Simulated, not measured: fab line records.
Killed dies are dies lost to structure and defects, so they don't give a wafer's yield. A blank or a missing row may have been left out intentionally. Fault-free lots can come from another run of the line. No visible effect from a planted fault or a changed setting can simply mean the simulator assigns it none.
Code-filled problem report in 8D (eight disciplines) form	flow gf180mcu	the parts of the form that need people (team, actions taken, sign-off) are left out

== 1. WHAT WENT WRONG ==
At GF_STI_STRIP_15, stripTimeToEndpointS averages 4.35 s over 6 wafers from 2 lots, while fault-free wafers read 3.73 s, standard deviation 0.048. That is +13 standard deviations from the usual mean.
The step: strips in O2/N2.
Earliest sighting: wafer L125.3 on plasmaAsher-04 at day 4 20:14. Wafers with a number at this step in the record: 36, from 12 lots. Rule for "out" (also "out of limits"): further than 4 standard deviations from the usual mean. The rest of the wafers with a number are treated as sound.

== 2. WHAT IT IS; WHAT IT IS NOT ==
question	is	is not
which readings at this step	stripTimeToEndpointS, oesProductAu	drypumpMotorCurrentA, o2FlowSccm, platenTempC
which lots	L125, L127	L113, L114, L115, L116, L117, L118, L120, L124, L133, L134
which wafers of those lots	all that have a number	-
read on which tools	plasmaAsher-01, plasmaAsher-04	plasmaAsher-02
when	from day 4 20:14	up to then (24 sound wafers); but 6 sound wafers of L133, L134 came after

== 3. SUSPECTS, AND WHAT RULES EACH OUT ==
Counting: a tool at a process step up to the reading stays a suspect if it ran every lot that is out and no sound lot after the first of them.
- rieDiel-02 at GF_STI_ETCH_13 (etches the open film in CHF3/O2, stops on Si, target depth 282.31 nm, time 112.9 s): kept. It ran every lot that is out, first L125 (day 4 20:03), and no sound lot after that; its last sound lot up to then is L118 (day 3 10:05).
After counting, what remains is rieDiel-02 at GF_STI_ETCH_13.

== 4. THE CAUSE (what the simulator had put in) ==
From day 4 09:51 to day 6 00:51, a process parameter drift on rieDiel-02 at GF_STI_ETCH_13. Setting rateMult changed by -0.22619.
This tool alone remained once counting was done.

== 5. THE EFFECT CHAIN, in route order ==
Rows list readings where the struck wafers' mean (over those with a number) sits beyond 3 standard deviations from the usual. Scope: only readings with a usual standard deviation given in the record; hours: median across lots of the time from each lot's start at the first step in this table that gives one to its start at this step; sigmas: change in usual standard deviations.
hours	step	reading	usual	on struck wafers	change	sigmas
0	GF_STI_STRIP_15	oesProductAu	0.385 a.u.	0.411	+0.026	+5.2
0	GF_STI_STRIP_15	stripTimeToEndpointS	3.73 s	4.35	+0.62	+13
Here are the process steps it includes:
- GF_STI_STRIP_15: strips in O2/N2.
Later measuring or inspecting steps at which every struck wafer that the step has a row for has a number for every such reading, and none has moved that far: GF_VT_IMPLANT_TW_MEAS_10, GF_POLY_GATE_OVL_MEAS_11.

== 6. WHAT WOULD HAVE CAUGHT IT SOONER ==
The fault began at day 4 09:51; the first out-of-limits reading in this record came at day 4 20:14, 10 hours later.
An alarm limit of 4 standard deviations would not have fired on the tool readings at GF_STI_ETCH_13 for which the record gives a usual standard deviation, since none of them was out on any struck wafer.
Lots out: 2; of these, L127 started GF_STI_ETCH_13 on rieDiel-02 after day 4 20:14. It would have been spared by a hold on the tool at that moment.
